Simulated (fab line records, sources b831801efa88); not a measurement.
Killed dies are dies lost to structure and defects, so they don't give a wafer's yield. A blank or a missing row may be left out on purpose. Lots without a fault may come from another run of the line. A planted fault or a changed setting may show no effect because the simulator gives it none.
Chamber matching | flow sky130 | SKY_VIA3_HDPCVD_00 on hdpcvd-01: 3 sister chambers
The step deposits SiO2, target thk 1635 nm, time 272.5 s. 3 wafers are shown with their chamber, then 7 later ones without.

WAFERS WITH THEIR CHAMBER
wafer  | chamber | run_length_s (s)
L166.2 | 2       | 299.9
L176.1 | 0       | 299.5
L176.3 | 1       | 300.7

WAFERS WITHOUT THEIR CHAMBER
wafer  | run_length_s (s)
L176.5 | 299.4
L178.2 | 299.9
L178.3 | 299.5
L178.6 | 300.4
L179.2 | 299.8
L179.4 | 300.2
L179.5 | 300.2

WHICH CHAMBER EACH WENT THROUGH
wafer  | from the rows above          | in truth
L176.5 | can't be placed: 0 or 2      | 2
L178.2 | can't be placed: 2 or 0      | 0
L178.3 | can't be placed: 0 or 2      | 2
L178.6 | can't be placed: 1 or 2      | 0
L179.2 | can't be placed: 2 or 0      | 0
L179.4 | can't be placed: 2 or 1 or 0 | 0
L179.5 | can't be placed: 2 or 1 or 0 | 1
Placed correctly: 0 of 7. Can't be placed from these rows: 7 (the true chamber is among the candidates in 6). Placed wrongly: 0.
How it was worked out, from the rows above alone: a wafer's distance from a chamber is the root of the sum, over the readings, of the square of ((its reading less the chamber's mean) divided by the reading's scatter). The wafer belongs to the nearest chamber; if the next one is less than 2 further off, it can't be placed. A chamber's mean is the mean of its shown wafers. The scatter: with one shown wafer a chamber, the root of the mean of the squares of how far each hidden wafer lies from its nearest shown one.
